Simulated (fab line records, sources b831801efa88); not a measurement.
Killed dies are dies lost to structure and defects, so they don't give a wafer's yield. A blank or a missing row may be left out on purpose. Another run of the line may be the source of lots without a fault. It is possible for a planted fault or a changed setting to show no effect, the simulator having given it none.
One fault through the eyes of 2 desks || flow gf180mcu || each desk has only its own numbers; what lay behind them comes last

## METROLOGY DESK
Lot by lot, what the gauges showed, no matter which tool ran the lot: averages of those sampled wafers that carry a number. If a lot's mean is further than 4 standard deviations from the usual mean, the lot is out of limits and carries the mark OUT (the distance appears in the brackets).
Columns: A = M4_ALCU_RS at GF_M4_RS_MEAS_05, usual 0.0695 ohm/sq
{"lot": "L772", "first seen here": "day 22 06:36", "A": 0.0692}
{"lot": "L773", "first seen here": "day 22 11:36", "A": 0.0697}
{"lot": "L774", "first seen here": "day 23 03:43", "A": 0.0717}
{"lot": "L775", "first seen here": "day 23 15:48", "A": 0.0678}
{"lot": "L776", "first seen here": "day 23 21:31", "A": 0.0694}
{"lot": "L777", "first seen here": "day 24 06:05", "A": 0.0687}
{"lot": "L780", "first seen here": "day 25 17:21", "A": 0.0697}
{"lot": "L783", "first seen here": "day 27 03:26", "A": 0.0715}
{"lot": "L788", "first seen here": "day 27 21:23", "A": 0.0700}
{"lot": "L792", "first seen here": "day 28 23:56", "A": 0.0698}
{"lot": "L795", "first seen here": "day 29 20:08", "A": 0.0699}
Result from this desk: across the 11 lots, nothing is out of limits.

## AT THE TOOL OWNER'S DESK: rie_diel-02
The tool's own readings at GF_POLY_GATE_ETCH_12 (etches BARC in N2/H2): means of the sampled wafers that have a number, for each lot that ran on this tool. If a lot's mean is further than 4 standard deviations from the usual mean, the lot is out of limits and carries the mark OUT (the distance appears in the brackets).
Columns: A = bias_w at GF_POLY_GATE_ETCH_12, usual 100.0 W; B = chamber_pressure_mTorr at GF_POLY_GATE_ETCH_12, usual 30.002 mTorr; C = drypump_motor_current_A at GF_POLY_GATE_ETCH_12, usual 5.7 A; D = oes_product_au at GF_POLY_GATE_ETCH_12, usual 0.736 a.u.; E = rf_fwd_power_W at GF_POLY_GATE_ETCH_12, usual 495.3 W; F = throttle_valve_pct at GF_POLY_GATE_ETCH_12, usual 13.214 %
{"lot": "L773", "first seen here": "day 9 06:41", "A": 100.1, "B": 29.976, "C": 5.7, "D": 0.735, "E": 496.0, "F": 13.202}
{"lot": "L780", "first seen here": "day 11 21:55", "A": 100.1, "B": 29.989, "C": 5.6, "D": 0.735, "E": 496.7, "F": 13.215}
{"lot": "L783", "first seen here": "day 13 03:50", "A": 100.7, "B": 30.009, "C": 5.4, "D": 0.733, "E": 496.1, "F": 13.216}
Result from this desk: across the 3 lots, nothing is out of limits.

## PUT TOGETHER
Metrology desk: nothing out of limits seen.
The tool owner's desk saw nothing out of limits.

## WHAT THE SIMULATOR PUT IN
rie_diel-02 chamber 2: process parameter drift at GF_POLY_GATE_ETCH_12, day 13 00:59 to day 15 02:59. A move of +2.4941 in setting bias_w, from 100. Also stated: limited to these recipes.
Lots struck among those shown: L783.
